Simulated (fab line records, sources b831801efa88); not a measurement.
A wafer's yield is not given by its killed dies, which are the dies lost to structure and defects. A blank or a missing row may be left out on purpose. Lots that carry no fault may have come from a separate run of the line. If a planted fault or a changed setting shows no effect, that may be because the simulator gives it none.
The tool behind it: which one? | flow sky130 | 10 lots, 30 wafers sampled, at 6 steps of a route of 708

## WHAT THE GAUGES READ, wafer by wafer
SKY_CAPM_RS_MEAS_03: uses a four-point probe to measure. Usual: CAPM_TIN_RS typically reads 6.69 ohm/sq, with standard deviation 0.072.
lot  | measured     | on            | CAPM_TIN_RS (ohm/sq) | flag
L894 | day 36 21:33 | film-metro-02 | 6.59 6.59 6.60       |
L897 | day 38 13:15 | film-metro-01 | 6.77 6.76 6.75       |
L900 | day 39 12:13 | film-metro-01 | 6.62 6.63 6.65       |
L901 | day 39 19:22 | film-metro-04 | 6.67 6.67 6.67       |
L902 | day 39 19:59 | film-metro-02 | 6.86 6.84 6.90       |
L906 | day 40 23:03 | film-metro-04 | 6.57 6.63 6.60       |
L907 | day 41 01:17 | film-metro-04 | 6.69 4.95 4.98       | OFF
L908 | day 41 06:34 | film-metro-01 | 6.80 6.77 5.00       | OFF
L910 | day 41 20:34 | film-metro-04 | 4.95 4.98 6.66       | OFF
L914 | day 43 02:52 | film-metro-02 | 6.70 6.61 6.74       |

SKY_CAPM_THK_MEAS_04: measures by xrf. Usual: CAPM_TIN_THK typically reads 206.8 nm, with standard deviation 2.3.
lot  | measured     | on            | CAPM_TIN_THK (nm) | flag
L894 | day 36 21:40 | film-metro-02 | 210.7 210.5 211.6 |
L897 | day 38 13:22 | film-metro-01 | 205.6 205.8 206.0 |
L900 | day 39 12:20 | film-metro-01 | 209.9 210.2 208.4 |
L901 | day 39 19:29 | film-metro-04 | 206.2 206.1 204.6 |
L902 | day 39 20:05 | film-metro-02 | 202.2 203.5 201.1 |
L906 | day 40 23:10 | film-metro-04 | 209.5 207.6 209.0 |
L907 | day 41 01:23 | film-metro-04 | 206.1 276.1 273.4 | OFF
L908 | day 41 06:41 | film-metro-01 | 203.7 204.4 274.1 | OFF
L910 | day 41 20:41 | film-metro-04 | 276.6 273.8 206.3 | OFF
L914 | day 43 02:58 | film-metro-02 | 208.5 210.5 207.7 |

## WHICH TOOL RAN EACH LOT (tool, then ch and the chambers of the sampled wafers, then the start)
lot  | SKY_METAL2_STRIP_20                  | SKY_VIA2_ETCH_15                   | SKY_VIA2_CMP_24               | SKY_CAPM_SPUTTER_02
L894 | plasma-asher-03 ch 1, day 35 15:41   | rie-diel-04 ch 0,1,2, day 36 19:51 | cmp-01 ch 1,2, day 36 20:53   | pvd-sputter-03, day 36 21:26
L897 | plasma-asher-02 ch 0,1, day 37 08:20 | rie-diel-01 ch 0,1, day 38 11:32   | cmp-02 ch 0,1,2, day 38 12:42 | pvd-sputter-03, day 38 13:08
L900 | plasma-asher-03 ch 0,1, day 38 07:47 | rie-diel-04 ch 1,2,3, day 39 10:13 | cmp-01 ch 0,1,2, day 39 11:34 | pvd-sputter-04, day 39 12:07
L901 | plasma-asher-02 ch 0,1, day 38 14:41 | rie-diel-04 ch 0,2, day 39 17:10   | cmp-01 ch 1,3, day 39 18:46   | pvd-sputter-03, day 39 19:16
L902 | plasma-asher-02 ch 1, day 38 16:41   | rie-diel-04 ch 0,1,3, day 39 18:10 | cmp-02 ch 2,3, day 39 19:19   | pvd-sputter-03, day 39 19:51
L906 | plasma-asher-03 ch 0,1, day 39 20:04 | rie-diel-03 ch 1,2,3, day 40 21:21 | cmp-01 ch 0,1,3, day 40 22:25 | pvd-sputter-04, day 40 22:56
L907 | plasma-asher-04 ch 0,1, day 39 22:05 | rie-diel-03 ch 1,2,3, day 40 23:35 | cmp-02 ch 1,3, day 41 00:40   | pvd-sputter-03, day 41 01:09
L908 | plasma-asher-03 ch 0,1, day 40 03:56 | rie-diel-04 ch 0,1,3, day 41 04:53 | cmp-02 ch 1,2,3, day 41 05:58 | pvd-sputter-03, day 41 06:27
L910 | plasma-asher-02 ch 0,1, day 40 17:50 | rie-diel-01 ch 1,2, day 41 18:52   | cmp-01 ch 0,3, day 41 19:58   | pvd-sputter-03, day 41 20:28
L914 | plasma-asher-04 ch 0,1, day 42 00:25 | rie-diel-01 ch 0,1,3, day 43 01:10 | cmp-01 ch 0,1,2, day 43 02:11 | pvd-sputter-02, day 43 02:43
- SKY_METAL2_STRIP_20: strips in O2/N2.
- SKY_VIA2_ETCH_15: etches SiO2 in C4F8/O2/Ar, stops on TiN, target depth 546 nm, time 84 s.
- SKY_VIA2_CMP_24: polishes, stops on SiO2, t overpolish 20 s, target thk 0 nm.
- SKY_CAPM_SPUTTER_02: material TiN, target thk 200 nm, time 166.7 s.

## WHAT THE TOOLS THEMSELVES READ (means of the sampled wafers that have a number; where no wafer has one, the mark that the record gives instead)
SKY_METAL2_STRIP_20. Usual: drypump-motor-current-A 5.5 A, standard deviation 0.43; oes-product-au 0.344 a.u., standard deviation 0.0051; strip-time-to-endpoint-s 2.71 s, standard deviation 0.047.
lot  | tool            | drypump-motor-current-A (A) | oes-product-au (a.u.) | strip-time-to-endpoint-s (s) | flag
L894 | plasma-asher-03 | 5.5                         | 0.341                 | 2.65                         |
L897 | plasma-asher-02 | 6.0                         | 0.344                 | 2.69                         |
L900 | plasma-asher-03 | 5.3                         | 0.344                 | 2.75                         |
L901 | plasma-asher-02 | 6.1                         | 0.341                 | 2.68                         |
L902 | plasma-asher-02 | 6.1                         | 0.346                 | 2.70                         |
L906 | plasma-asher-03 | 5.3                         | 0.339                 | 2.65                         |
L907 | plasma-asher-04 | 5.4                         | 0.341                 | 2.74                         |
L908 | plasma-asher-03 | 5.3                         | 0.344                 | 2.77                         |
L910 | plasma-asher-02 | 6.1                         | 0.347                 | 2.69                         |
L914 | plasma-asher-04 | 5.4                         | 0.344                 | 2.74                         |

SKY_VIA2_ETCH_15. Usual: 0.940 a.u. for oes-product-au, sd 0.005.
lot  | tool        | oes-product-au (a.u.) | flag
L894 | rie-diel-04 | 0.943                 |
L897 | rie-diel-01 | 0.939                 |
L900 | rie-diel-04 | 0.938                 |
L901 | rie-diel-04 | 0.940                 |
L902 | rie-diel-04 | 0.941                 |
L906 | rie-diel-03 | 0.939                 |
L907 | rie-diel-03 | 0.940                 |
L908 | rie-diel-04 | 0.937                 |
L910 | rie-diel-01 | 0.938                 |
L914 | rie-diel-01 | 0.946                 |

SKY_VIA2_CMP_24. Usual: motor-current-A 11.3 A, standard deviation 0.87; overpolish-run-s 19.999 s, standard deviation 0.0092; time-to-endpoint-s 103 s, standard deviation 4.2.
lot  | tool   | motor-current-A (A) | overpolish-run-s (s) | time-to-endpoint-s (s) | flag
L894 | cmp-01 | 12.2                | 19.998               | 99                     |
L897 | cmp-02 | 11.6                | 19.993               | 104                    |
L900 | cmp-01 | 11.3                | 19.997               | 104                    |
L901 | cmp-01 | 10.4                | 20.004               | 102                    |
L902 | cmp-02 | 11.4                | 19.992               | 98                     |
L906 | cmp-01 | 10.6                | 19.992               | 110                    |
L907 | cmp-02 | 11.0                | 20.002               | 98                     |
L908 | cmp-02 | 11.3                | 19.992               | 96                     |
L910 | cmp-01 | 10.8                | 20.009               | 105                    |
L914 | cmp-01 | 11.8                | 19.998               | 106                    |

SKY_CAPM_SPUTTER_02. Usual: 29.9 % for throttle-valve-pct, sd 1.1.
lot  | tool           | throttle-valve-pct (%) | flag
L894 | pvd-sputter-03 | 29.3                   |
L897 | pvd-sputter-03 | 29.8                   |
L900 | pvd-sputter-04 | 28.8                   |
L901 | pvd-sputter-03 | 29.8                   |
L902 | pvd-sputter-03 | 30.2                   |
L906 | pvd-sputter-04 | 29.3                   |
L907 | pvd-sputter-03 | 31.1                   |
L908 | pvd-sputter-03 | 30.0                   |
L910 | pvd-sputter-03 | 30.5                   |
L914 | pvd-sputter-02 | 30.0                   |

## THE ANSWER, worked out from the rows above alone
Rule: a lot is off if the mean of its wafers that have a number lies more than 3 standard deviations from the usual mean. A lot without any number at a reading at which 4 lots or more have one is off too. Any other lot the step has rows for is counted as sound. First the gauges in route order, then the tools' own readings, where a lot's mean is used as printed above. The first step at which some lot is off is used, and at that step the reading that is off furthest; a lot without a number counts as furthest.
Off: L907, L908, L910, at SKY_CAPM_RS_MEAS_03 (CAPM_TIN_RS).
A tool fits if, at a process step before that reading, it ran every lot that is off, and no sound lot after the first of them. The gauges at SKY_CAPM_RS_MEAS_03 are tried like those tools. One fits: pvd-sputter-03 at SKY_CAPM_SPUTTER_02. A fault onset in the window from L902 (day 39 19:51, its last sound lot) to L907 (day 41 01:09, its first lot off) fits.

## WHAT HAD BEEN PUT IN BY THE SIMULATOR
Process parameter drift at SKY_CAPM_SPUTTER_02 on pvd-sputter-03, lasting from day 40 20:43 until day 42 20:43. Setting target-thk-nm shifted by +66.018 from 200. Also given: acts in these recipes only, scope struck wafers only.
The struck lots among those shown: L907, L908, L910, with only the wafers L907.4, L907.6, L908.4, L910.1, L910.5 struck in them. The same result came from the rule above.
